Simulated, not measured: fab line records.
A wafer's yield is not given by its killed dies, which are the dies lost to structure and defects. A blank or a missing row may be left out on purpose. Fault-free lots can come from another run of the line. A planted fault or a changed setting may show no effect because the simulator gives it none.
What tool caused it? | flow gf180mcu | 42 wafers from 14 lots sampled at 4 of the route's 602 steps

## WHAT EACH GAUGE READ, for each wafer
GF_TOP_METAL_CD_MEAS_14: target cd 440 nm. Usual: 439.0 nm for cd_nm, sd 2.
lot  | measured     | on        | cd_nm (nm)        | flag
L593 | day 28 00:54 | cd_sem-01 | 437.4 436.9 437.5 |
L594 | day 28 03:50 | cd_sem-01 | 445.5 442.0 441.1 |
L595 | day 28 14:13 | cd_sem-01 | 438.0 439.3 437.1 |
L596 | day 29 00:25 | cd_sem-02 | 439.4 439.0 440.5 |
L598 | day 29 09:47 | cd_sem-02 | 437.2 441.1 440.3 |
L600 | day 30 07:25 | cd_sem-02 | 440.0 442.7 442.0 |
L601 | day 30 08:01 | cd_sem-01 | 437.8 438.8 436.7 |
L602 | day 30 17:43 | cd_sem-02 | 441.0 435.9 438.8 |
L604 | day 31 13:50 | cd_sem-01 | 439.6 437.9 439.0 |
L607 | day 32 03:49 | cd_sem-01 | 438.7 439.4 440.6 |
L608 | day 32 20:26 | cd_sem-02 | 439.1 438.4 438.0 |
L609 | day 32 18:13 | cd_sem-01 | 434.6 437.6 438.0 |
L611 | day 33 01:26 | cd_sem-02 | 439.5 439.5 436.9 |
L616 | day 34 10:29 | cd_sem-01 | 439.7 439.6 440.1 |

## WHAT TOOL EACH LOT RAN ON (gives the tool, then ch and the chambers of the sampled wafers, and finally the start)
lot  | GF_POLY_GATE_CVD_00         | GF_V5_CMP_04                  | GF_V5_SPUTTER_21
L593 | lpcvd-01 ch 0, day 8 09:04  | cmp-02 ch 0,2,3, day 26 06:39 | pvd_sputter-04, day 27 04:02
L594 | lpcvd-02 ch 1, day 8 14:55  | cmp-01 ch 1,2, day 26 09:20   | pvd_sputter-03, day 27 06:46
L595 | lpcvd-01 ch 0, day 8 22:57  | cmp-02 ch 1,2,3, day 26 20:07 | pvd_sputter-01, day 27 17:14
L596 | lpcvd-01 ch 0, day 9 04:54  | cmp-02 ch 0,1,2, day 27 05:46 | pvd_sputter-04, day 28 03:20
L598 | lpcvd-02 ch 0, day 9 17:43  | cmp-02 ch 0,1,2, day 27 15:53 | pvd_sputter-01, day 28 13:01
L600 | lpcvd-01 ch 1, day 10 09:22 | cmp-01 ch 0,1, day 28 15:40   | pvd_sputter-01, day 29 12:01
L601 | lpcvd-01 ch 0, day 10 11:48 | cmp-02 ch 0,1,3, day 28 16:32 | pvd_sputter-01, day 29 12:56
L602 | lpcvd-02 ch 1, day 11 00:43 | cmp-01 ch 0,3, day 29 03:16   | pvd_sputter-01, day 29 22:56
L604 | lpcvd-01 ch 1, day 12 00:28 | cmp-01 ch 0,1,3, day 30 00:53 | pvd_sputter-03, day 30 20:06
L607 | lpcvd-01 ch 1, day 12 11:39 | cmp-02 ch 0,2,3, day 30 15:26 | pvd_sputter-04, day 31 10:38
L608 | lpcvd-01 ch 0, day 13 02:47 | cmp-02 ch 1,2,3, day 31 08:50 | pvd_sputter-04, day 32 03:07
L609 | lpcvd-01 ch 0, day 13 02:47 | cmp-02 ch 1,2,3, day 31 06:47 | pvd_sputter-03, day 32 00:49
L611 | lpcvd-01 ch 0, day 13 13:04 | cmp-02 ch 1,2, day 31 13:44   | pvd_sputter-04, day 32 08:05
L616 | lpcvd-02 ch 1, day 15 08:48 | cmp-02 ch 0,2,3, day 33 01:54 | pvd_sputter-01, day 33 18:43
- GF_POLY_GATE_CVD_00: deposits poly-Si, target thk 200 nm, time 1200 s.
- GF_V5_CMP_04: polishes SiO2.
- GF_V5_SPUTTER_21: material Ti, target thk 15 nm, time 80.02 s.

## AS READ BY THE TOOLS THEMSELVES (means over the sampled wafers that have a number; for cases with no such wafer, the mark the record gives instead)
GF_POLY_GATE_CVD_00. Usual: spike_tc_bottom_C 640.9 C, standard deviation 1.7; susceptor_temp_C 620.02 C, standard deviation 0.28.
lot  | tool     | spike_tc_bottom_C (C) | susceptor_temp_C (C) | flag
L593 | lpcvd-01 | 638.1                 | 619.60               |
L594 | lpcvd-02 | 642.2                 | 620.11               |
L595 | lpcvd-01 | 639.5                 | 620.28               |
L596 | lpcvd-01 | 638.3                 | 619.90               |
L598 | lpcvd-02 | 640.3                 | 619.91               |
L600 | lpcvd-01 | 641.9                 | 620.07               |
L601 | lpcvd-01 | 639.9                 | 620.15               |
L602 | lpcvd-02 | 642.5                 | 620.18               |
L604 | lpcvd-01 | 640.9                 | 620.07               |
L607 | lpcvd-01 | 641.5                 | 620.58               |
L608 | lpcvd-01 | 639.8                 | 619.76               |
L609 | lpcvd-01 | 640.2                 | 619.83               |
L611 | lpcvd-01 | 639.3                 | 620.29               |
L616 | lpcvd-02 | 641.7                 | 619.86               |

GF_V5_CMP_04. Usual: motor_current_A 11.9 A, standard deviation 0.77; platen_rpm 59.99 rpm, standard deviation 0.044.
lot  | tool   | motor_current_A (A) | platen_rpm (rpm) | flag
L593 | cmp-02 | 12.3                | 60.04            |
L594 | cmp-01 | 12.2                | 60.00            |
L595 | cmp-02 | 11.7                | 59.99            |
L596 | cmp-02 | 11.8                | 60.05            |
L598 | cmp-02 | 12.0                | 60.00            |
L600 | cmp-01 | 11.2                | 60.00            |
L601 | cmp-02 | 12.1                | 59.96            |
L602 | cmp-01 | 11.3                | 59.98            |
L604 | cmp-01 | 11.2                | 60.01            |
L607 | cmp-02 | 12.2                | 59.95            |
L608 | cmp-02 | 11.7                | 59.98            |
L609 | cmp-02 | 12.2                | 59.98            |
L611 | cmp-02 | 11.9                | 60.00            |
L616 | cmp-02 | 12.3                | 60.01            |

GF_V5_SPUTTER_21. Usual: chamber_pressure_pa 5.000 Pa, standard deviation 0.011; throttle_valve_pct 29.6 %, standard deviation 1.2.
lot  | tool           | chamber_pressure_pa (Pa) | throttle_valve_pct (%) | flag
L593 | pvd_sputter-04 | 5.004                    | 30.0                   |
L594 | pvd_sputter-03 | 4.998                    | 31.1                   |
L595 | pvd_sputter-01 | 5.000                    | 28.7                   |
L596 | pvd_sputter-04 | 4.998                    | 30.2                   |
L598 | pvd_sputter-01 | 4.992                    | 28.8                   |
L600 | pvd_sputter-01 | 5.009                    | 27.8                   |
L601 | pvd_sputter-01 | 5.003                    | 29.1                   |
L602 | pvd_sputter-01 | 5.008                    | 27.9                   |
L604 | pvd_sputter-03 | 5.000                    | 30.6                   |
L607 | pvd_sputter-04 | 5.008                    | 30.1                   |
L608 | pvd_sputter-04 | 5.001                    | 30.3                   |
L609 | pvd_sputter-03 | 5.000                    | 29.1                   |
L611 | pvd_sputter-04 | 4.993                    | 29.9                   |
L616 | pvd_sputter-01 | 5.010                    | 29.8                   |

## THE ANSWER, worked out from the rows above alone
Rule: a lot counts as off when the mean over its wafers that have a number is more than 3 standard deviations away from the usual mean. Also off: a lot with no number at a reading for which 4 or more lots have one. All remaining lots with rows at the step are treated as sound. Order of review: gauges by route order, followed by the tools' own readings, for which a lot's mean as printed above is used. At the first step where some lot is off, the reading lying furthest off is the one used; lots without a number count as furthest.
None of the lots is off at any reading shown; this tells nothing.

## WHAT THE SIMULATOR PUT IN
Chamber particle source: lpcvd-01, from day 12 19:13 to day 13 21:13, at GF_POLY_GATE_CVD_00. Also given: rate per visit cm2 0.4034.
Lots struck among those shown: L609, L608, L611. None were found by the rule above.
